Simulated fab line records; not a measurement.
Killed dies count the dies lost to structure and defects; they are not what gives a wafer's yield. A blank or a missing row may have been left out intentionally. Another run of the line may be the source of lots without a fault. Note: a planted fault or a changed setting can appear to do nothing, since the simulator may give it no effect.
The tool behind it: which one? | flow sky130 | 7 lots with 21 wafers sampled at 3 steps, on a route of 708 steps

## WHAT THE GAUGES SHOWED, per wafer
SKY_VIA4_BOW_MEAS_03.
lot  | measured     | on            | VIA4_BOW (um)
L331 | day 42 19:24 | film-metro-01 | 83 101 85
L330 | day 42 20:29 | film-metro-02 | 84 91 92
L334 | day 43 22:59 | film-metro-04 | 82 66 78
L336 | day 44 03:34 | film-metro-01 | 82 78 86
L339 | day 48 04:23 | film-metro-01 | 90 83 79
L345 | day 48 04:53 | film-metro-04 | 76 77 77
L349 | day 48 14:53 | film-metro-01 | 91 79 79

## WHAT TOOL EACH LOT RAN ON (gives the tool, then ch and the chambers of the sampled wafers, and finally the start)
lot  | SKY_METAL4_METAL_ETCH_18          | SKY_VIA4_CMP_02
L331 | rie-metal-01 ch 1, day 42 17:44   | cmp-02 ch 0,1,2, day 42 19:12
L330 | rie-metal-01 ch 0,1, day 42 18:30 | cmp-01 ch 0,2,3, day 42 20:11
L334 | rie-metal-02 ch 0, day 43 21:07   | cmp-02 ch 0,1,2, day 43 22:40
L336 | rie-metal-04 ch 0,1, day 44 02:12 | cmp-01 ch 0,2,3, day 44 03:18
L339 | rie-metal-01 ch 0, day 48 02:51   | cmp-02 ch 1,2,3, day 48 04:13
L345 | rie-metal-01 ch 0, day 48 03:23   | cmp-02 ch 0,1,2, day 48 04:38
L349 | rie-metal-02 ch 0,1, day 48 13:32 | cmp-02 ch 1,2,3, day 48 14:35
- SKY_METAL4_METAL_ETCH_18: etches the open film in Cl2/BCl3, stops on SiO2, target depth 845 nm, time 183.1 s.
- SKY_VIA4_CMP_02: polishes SiO2.

## THE ANSWER, worked out from the rows above alone
Rule: what is usual is taken from the lots themselves. Put in order of their means at a reading, lots are off if they are a third of the lots or fewer, leave a main group of 4 or more, and stand apart from it by a gap of 3 or more times the standard deviation of the main group's means; of several such gaps the widest counts. Not used: any main group whose means are identical at the precision the tables above print for the reading. A lot without any number at a reading at which 4 lots or more have one is off too. The other lots that the step has rows for count as sound.
No lot is off at any reading shown: from this, nothing can be told.

## WHAT THE SIMULATOR HAD PUT IN
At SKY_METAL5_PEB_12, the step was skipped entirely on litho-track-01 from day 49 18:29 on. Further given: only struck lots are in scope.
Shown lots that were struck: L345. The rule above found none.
